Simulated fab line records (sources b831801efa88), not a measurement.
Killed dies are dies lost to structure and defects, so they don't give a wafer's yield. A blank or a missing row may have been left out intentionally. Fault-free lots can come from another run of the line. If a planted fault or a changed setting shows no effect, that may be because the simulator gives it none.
Chamber matching :: flow sfqLine :: SFQ_TRILAYER_L0_VIA_BARC_OPEN_VIA_ETCH_021 on rieDiel-03: 4 sister chambers
The step etches BARC in O2, target depth 125 nm, time 41.7 s. 14 wafers are shown with their chamber, then 7 later ones without.

WAFERS, EACH WITH ITS CHAMBER
wafer: L793.1
chamber: 0
drypumpMotorCurrentA (A): 6.1
oesProductAu (a.u.): 0.679

wafer: L793.5
chamber: 2
drypumpMotorCurrentA (A): 6.7
oesProductAu (a.u.): 0.682

wafer: L793.6
chamber: 1
drypumpMotorCurrentA (A): 5.2
oesProductAu (a.u.): 0.682

wafer: L794.1
chamber: 2
drypumpMotorCurrentA (A): 6.7
oesProductAu (a.u.): 0.683

wafer: L794.3
chamber: 3
drypumpMotorCurrentA (A): 6.3
oesProductAu (a.u.): 0.683

wafer: L794.4
chamber: 1
drypumpMotorCurrentA (A): 5.3
oesProductAu (a.u.): 0.681

wafer: L796.2
chamber: 0
drypumpMotorCurrentA (A): 6.1
oesProductAu (a.u.): 0.685

wafer: L796.5
chamber: 0
drypumpMotorCurrentA (A): 6.1
oesProductAu (a.u.): 0.680

wafer: L796.6
chamber: 3
drypumpMotorCurrentA (A): 6.3
oesProductAu (a.u.): 0.681

wafer: L809.1
chamber: 0
drypumpMotorCurrentA (A): 6.1
oesProductAu (a.u.): 0.687

wafer: L809.3
chamber: 3
drypumpMotorCurrentA (A): 6.3
oesProductAu (a.u.): 0.685

wafer: L809.4
chamber: 1
drypumpMotorCurrentA (A): 5.3
oesProductAu (a.u.): 0.686

wafer: L811.2
chamber: 1
drypumpMotorCurrentA (A): 5.2
oesProductAu (a.u.): 0.688

wafer: L811.3
chamber: 0
drypumpMotorCurrentA (A): 6.1
oesProductAu (a.u.): 0.683

SIGNATURES (averages over the wafers above)
reading: drypumpMotorCurrentA
chamber 0: 6.100
chamber 1: 5.250
chamber 2: 6.700
chamber 3: 6.300
scatter within a chamber: 0.0316

reading: oesProductAu
chamber 0: 0.68280
chamber 1: 0.68425
chamber 2: 0.68250
chamber 3: 0.68300
scatter within a chamber: 0.00293
Rule: a wafer lies at a distance from a chamber equal to the root of the sum of squares, over the readings, of (its reading less the chamber's mean, divided by the reading's scatter). The wafer belongs to the nearest chamber; if the next one is less than 2 further off, it can't be placed. The scatter: the root of (the sum of the squares of (reading less its chamber's mean) over the shown wafers, divided by (wafers less chambers)).

WAFERS WHOSE CHAMBER IS MISSING
wafer: L811.6
drypumpMotorCurrentA (A): 6.1
oesProductAu (a.u.): 0.683

wafer: L813.2
drypumpMotorCurrentA (A): 5.3
oesProductAu (a.u.): 0.682

wafer: L813.3
drypumpMotorCurrentA (A): 6.7
oesProductAu (a.u.): 0.688

wafer: L813.4
drypumpMotorCurrentA (A): 6.1
oesProductAu (a.u.): 0.687

wafer: L814.1
drypumpMotorCurrentA (A): 6.1
oesProductAu (a.u.): 0.682

wafer: L814.3
drypumpMotorCurrentA (A): 5.3
oesProductAu (a.u.): 0.684

wafer: L814.5
drypumpMotorCurrentA (A): 6.3
oesProductAu (a.u.): 0.683

EACH ONE'S CHAMBER
wafer: L811.6
from the rows above: 0
in truth: 0

wafer: L813.2
from the rows above: 1
in truth: 1

wafer: L813.3
from the rows above: 2
in truth: 2

wafer: L813.4
from the rows above: 0
in truth: 0

wafer: L814.1
from the rows above: 0
in truth: 0

wafer: L814.3
from the rows above: 1
in truth: 1

wafer: L814.5
from the rows above: 3
in truth: 3
Correctly placed: 7 of 7. Number that these rows cannot place: 0. Number placed wrongly: 0.
